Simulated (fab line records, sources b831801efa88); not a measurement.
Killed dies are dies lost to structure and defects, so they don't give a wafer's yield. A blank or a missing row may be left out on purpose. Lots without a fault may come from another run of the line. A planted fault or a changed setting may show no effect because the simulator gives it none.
Split-lot experiment | flow sky130 | 5 lots, 23 wafers read, on a route of 708 steps

THE SPLIT
At SKY_METAL1_SPUTTER_04 (material TiN, target thk 70 nm, time 58.3 s), the setting power_w was moved away from the recipe's 6500 W on 8 of the 23 wafers read, by -8.7% to +4.6%. The other wafers ran this setting at the recipe's value.

The reading is taken at the split's own step.

THE READING
TiN_of_METAL1_SPUTTER_04.thk_nm (the simulator's own value, which no gauge read), in nm, at SKY_METAL1_SPUTTER_04 (material TiN, target thk 70 nm, time 58.3 s). The file gives no usual value for it. The 15 wafers here that ran the recipe average 70.01 nm, standard deviation 0.78 nm.

wafer  | tool, chamber at the split | power_w as run, W | against the recipe | TiN_of_METAL1_SPUTTER_04.thk_nm, nm | against lot-mates on the recipe
L074.1 | pvd_sputter-03, -          | 6500              | recipe             | 68.9                                | -
L074.2 | pvd_sputter-03, -          | 6500              | recipe             | 68.81                               | -
L074.6 | pvd_sputter-03, -          | 6500              | recipe             | 68.81                               | -
L074.3 | pvd_sputter-03, -          | 6500              | recipe             | 68.96                               | -
L074.4 | pvd_sputter-03, -          | 6500              | recipe             | 70.09                               | -
L078.1 | pvd_sputter-04, -          | 6500              | recipe             | 71.08                               | -
L078.2 | pvd_sputter-04, -          | 6780              | +4.3%              | 73.27                               | +2.33
L078.4 | pvd_sputter-04, -          | 6500              | recipe             | 70.55                               | -
L078.5 | pvd_sputter-04, -          | 6500              | recipe             | 71.2                                | -
L078.6 | pvd_sputter-04, -          | 6780              | +4.3%              | 73.29                               | +2.35
L081.2 | pvd_sputter-04, -          | 6500              | recipe             | 70.52                               | -
L081.3 | pvd_sputter-04, -          | 6500              | recipe             | 70.29                               | -
L081.6 | pvd_sputter-04, -          | 6500              | recipe             | 70.23                               | -
L083.1 | pvd_sputter-02, -          | 6500              | recipe             | 70.63                               | -
L083.2 | pvd_sputter-02, -          | 5935              | -8.7%              | 64.37                               | -6.16
L083.4 | pvd_sputter-02, -          | 6500              | recipe             | 70.44                               | -
L083.5 | pvd_sputter-02, -          | 5935              | -8.7%              | 64.22                               | -6.31
L083.6 | pvd_sputter-02, -          | 5935              | -8.7%              | 64.16                               | -6.38
L085.1 | pvd_sputter-02, -          | 6500              | recipe             | 69.89                               | -
L085.2 | pvd_sputter-02, -          | 6796              | +4.6%              | 73.32                               | +3.48
L085.3 | pvd_sputter-02, -          | 6796              | +4.6%              | 73.2                                | +3.36
L085.4 | pvd_sputter-02, -          | 6500              | recipe             | 69.78                               | -
L085.6 | pvd_sputter-02, -          | 6796              | +4.6%              | 73.23                               | +3.39

THE FIT
A straight line over all 23 wafers: TiN_of_METAL1_SPUTTER_04.thk_nm changes by +0.684 nm for each +1% of power_w; r = +0.97; the points scatter about the line by 0.67 nm.
The same after taking each lot's own level away (the mean of its wafers on the recipe; 23 wafers): +0.707 nm for each +1%; r = +0.99; scatter 0.36 nm.
On that fit, the largest move of power_w shifts the reading by 6.1 nm.
The lots' own levels span 69.114 to 70.943 nm, that is 2.3 times the standard deviation above.
So the lot-to-lot level changes the slope little: the two slopes agree.
Check: with one of the wafers moved furthest among these (-8.7%) left out of the fit, the line predicts -6.21 nm for it against its lot-mates. It came out at -6.16 nm against them.

OTHER SPLITS ON THESE WAFERS
These wafers also went through other splits before the reading. Each is held against what the fit with the lots' levels taken away leaves over:
other split on the same wafers   | wafers away from the commonest value | r with TiN_of_METAL1_SPUTTER_04.thk_nm (lot level and that fit taken away)
SKY_CONTACT_CVD_24 pressure_torr | 18                                   | +0.09

THE FILE'S OWN FIT
TiN_of_METAL1_SPUTTER_04.thk_nm changes by +0.699 nm for each +1% of power_w, r = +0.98.
